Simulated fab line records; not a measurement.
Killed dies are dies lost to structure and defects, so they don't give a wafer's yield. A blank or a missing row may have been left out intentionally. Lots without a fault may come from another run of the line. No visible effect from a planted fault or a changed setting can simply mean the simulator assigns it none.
Lot-split experiment	flow gf180mcu	23 wafers read from 5 lots, route of 602 steps

ON THE SPLIT
At GF_MVPSD_IMPLANT_08, the setting dose cm2 was moved away from the recipe's 1.5e+13 on 10 of the 23 wafers read, by -4.0% to +6.7%. All remaining wafers had this setting at the recipe value.

FROM THE SPLIT TO THE READING: what the file shows between them, 8 steps
- GF_VT_IMPLANT_IMPLANT_30 (also split here: dose cm2)
- GF_VT_IMPLANT_STRIP_31: strips in O2/N2
- GF_VT_IMPLANT_TW_MEAS_32
- GF_VT_IMPLANT_COAT_35: resist thk 1000 nm (also split here: spin rpm)
- GF_VT_IMPLANT_DEVELOP_39: develop time 60 s (also split here: develop time s)
- GF_VT_IMPLANT_IMPLANT_41
- GF_VT_IMPLANT_STRIP_42: strips in O2/N2
- GF_VT_IMPLANT_CLEAN_44: cleans in SC1/SC2, time 150 s

THE READING
At GF_VT_IMPLANT_RS_MEAS_49, a four-point-probe measurement gives MVPSD_RS in ohm/sq. Typical for fault-free wafers on this fab line: 1170.0 ohm/sq, with standard deviation 2.7 ohm/sq.

wafer	tool, chamber at the split	dose cm2 as run	against the recipe	MVPSD_RS, ohm/sq	against lot-mates on the recipe
L074.1	implanter-04, 0	1.5e+13	recipe	1173.1	-
L074.2	implanter-04, 0	1.5e+13	recipe	1170.0	-
L074.6	implanter-04, 0	1.5e+13	recipe	1171.6	-
L078.1	implanter-03, 0	1.44e+13	-4.0%	1195.5	+21.0
L078.2	implanter-03, 0	1.44e+13	-4.0%	1196.0	+21.5
L078.4	implanter-03, 0	1.44e+13	-4.0%	1199.2	+24.7
L078.5	implanter-03, 0	1.5e+13	recipe	1176.2	-
L078.6	implanter-03, 0	1.5e+13	recipe	1172.8	-
L080.2	implanter-02, 0	1.5e+13	recipe	1175.1	-
L080.3	implanter-02, 0	1.583e+13	+5.5%	1139.3	-33.1
L080.4	implanter-02, 0	1.583e+13	+5.5%	1141.4	-31.0
L080.5	implanter-02, 0	1.583e+13	+5.5%	1143.1	-29.3
L080.6	implanter-02, 0	1.5e+13	recipe	1169.8	-
L081.1	implanter-02, 0	1.591e+13	+6.1%	1132.1	-37.2
L081.3	implanter-02, 0	1.5e+13	recipe	1169.2	-
L081.4	implanter-02, 0	1.591e+13	+6.1%	1133.4	-35.9
L081.5	implanter-02, 0	1.5e+13	recipe	1170.1	-
L081.6	implanter-02, 0	1.5e+13	recipe	1168.5	-
L085.1	implanter-02, 0	1.601e+13	+6.7%	1128.5	-37.9
L085.2	implanter-02, 0	1.5e+13	recipe	1166.0	-
L085.3	implanter-02, 0	1.5e+13	recipe	1167.2	-
L085.4	implanter-02, 0	1.5e+13	recipe	1166.0	-
L085.6	implanter-02, 0	1.601e+13	+6.7%	1130.9	-35.5

THE FIT
A straight line over all 23 wafers: MVPSD_RS changes by -6.02 ohm/sq for each +1% of dose cm2; r = -0.99; the points scatter about the line by 3.1 ohm/sq.
The same after taking each lot's own level away (the mean of its wafers on the recipe; 23 wafers): -5.66 ohm/sq for each +1%; r = -1.00; scatter 1.7 ohm/sq.
On that fit, the largest move of dose cm2 shifts the reading by 38 ohm/sq.
The span of the lots' own levels, 1166.40 to 1174.50 ohm/sq, comes to 3.0 times the standard deviation stated above.
So the lot-to-lot level changes the slope little: the two slopes agree.
Check: with one of the wafers moved furthest among these (+6.7%) left out of the fit, the line predicts -38.2 ohm/sq for it against its lot-mates. Against them it came out at -37.9 ohm/sq.

ADDITIONAL SPLITS CARRIED BY THESE WAFERS
Note: prior to the reading, these wafers also went through further splits. Each is held against what the fit with the lots' levels taken away leaves over:
other split on the same wafers	wafers away from the commonest value	r with MVPSD_RS (lot level and that fit taken away)
GF_STI_CVD_03 time s	15	-0.20
GF_STI_PEB_10 peb temp c	7	+0.05
GF_STI_ETCH_14 time s	6	-0.22
GF_LVPWELL_COAT_02 spin rpm	6	-0.15
GF_LVPWELL_IMPLANT_08 dose cm2	4	-0.11
GF_VT_IMPLANT_IMPLANT_30 dose cm2	5	+0.10
GF_VT_IMPLANT_COAT_35 spin rpm	10	-0.12
GF_VT_IMPLANT_DEVELOP_39 develop time s	7	-0.06

FILE'S OWN FIT
MVPSD_RS changes by -5.67 ohm/sq for each +1% of dose cm2, r = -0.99.
